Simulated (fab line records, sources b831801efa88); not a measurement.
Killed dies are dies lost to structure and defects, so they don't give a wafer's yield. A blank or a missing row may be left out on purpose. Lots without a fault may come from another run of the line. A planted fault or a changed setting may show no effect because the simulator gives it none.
Problem report in the 8D (eight disciplines) form, filled by code | flow sky130 | the parts of the form that need people (team, actions taken, sign-off) are left out

1. THE PROBLEM
oes_product_au at SKY_PASSIVATION_ETCH_11 reads a mean of 0.793 a.u. on 3 wafers of 2 lots; wafers without a fault read 0.977 a.u. with a standard deviation of 0.0075. That is -25 standard deviations from the usual mean.
The step: etches the open film in CF4/O2, stops on AlCu, target depth 725 nm, time 161.1 s.
First seen on wafer L918.2, day 48 00:16, on rie_diel-03. The record holds 42 wafers of 14 lots with a number at this step. Rule for "out", or "out of limits": more than 4 standard deviations from the usual mean. The other wafers with a number count as sound.

2. WHAT IT IS AND WHAT IT IS NOT
question                    | is                                 | is not
which readings at this step | oes_product_au, throttle_valve_pct | drypump_motor_current_A
which lots                  | L918, L920                         | L906, L908, L909, L910, L911, L912, L913, L916, L917, L922, L925, L928
which wafers of those lots  | L918.2, L918.6, L920.4             | L918.3, L920.1, L920.5
read on which tools         | rie_diel-03                        | rie_diel-01, rie_diel-02
when                        | from day 48 00:16                  | up to then (28 sound wafers); but 11 sound wafers of L920, L922, L925, L928 came after

3. SUSPECTS, AND WHAT RULES EACH OUT
Counting: a tool at a process step up to the reading stays a suspect if it ran every lot that is out. Sound lots after the first of them don't rule it out here, since some wafers of a struck lot are sound.
- pvd_sputter-03 at SKY_METAL4_SPUTTER_03 (material Ti, target thk 5 nm, time 3.3 s): kept. It ran every lot that is out, first L918 (day 43 12:32); its last sound lot up to then is L916 (day 42 19:17).
- rie_diel-03 at SKY_PASSIVATION_ETCH_11 (etches the open film in CF4/O2, stops on AlCu, target depth 725 nm, time 161.1 s): kept. It ran every lot that is out, first L918 (day 48 00:16); its last sound lot up to then is L913 (day 46 15:43). Its own readings are out on those wafers: oes_product_au, throttle_valve_pct.
- Within rie_diel-03 at SKY_PASSIVATION_ETCH_11: the wafers that are out ran in chamber 0; their sound lot-mates ran in chambers 2, 3.
Left after counting: pvd_sputter-03 at SKY_METAL4_SPUTTER_03, rie_diel-03 at SKY_PASSIVATION_ETCH_11.

4. THE CAUSE (what the simulator had put in)
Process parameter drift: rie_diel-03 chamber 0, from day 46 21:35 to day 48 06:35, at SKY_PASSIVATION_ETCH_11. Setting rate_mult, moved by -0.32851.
Counting left 2 suspects, and this tool is among them.

5. THE CHAIN OF EFFECTS, in route order
Each row: a reading whose mean over the struck wafers that have a number lies more than 3 standard deviations from the usual. Only readings for which the record gives a usual standard deviation are gone through. hours: the time from each lot's start at the first step in this table that gives one to its start at this step, as a median over the lots. sigmas: the change in usual standard deviations.
hours | step                     | reading                  | usual      | on struck wafers | change | sigmas
0     | SKY_PASSIVATION_ETCH_11  | oes_product_au           | 0.977 a.u. | 0.793            | -0.184 | -25
0     | SKY_PASSIVATION_ETCH_11  | throttle_valve_pct       | 5.963 %    | 5.911            | -0.052 | -5.8
0     | SKY_PASSIVATION_STRIP_12 | strip_time_to_endpoint_s | 31.49 s    | 33.44            | +1.95  | +14
The process steps in it:
- SKY_PASSIVATION_ETCH_11: etches the open film in CF4/O2, stops on AlCu, target depth 725 nm, time 161.1 s.
- SKY_PASSIVATION_STRIP_12: strips in O2/N2.

6. WHAT WOULD HAVE CAUGHT IT SOONER
In this record the first reading out of limits was taken at day 48 00:16, 27 hours after the fault began at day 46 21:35.
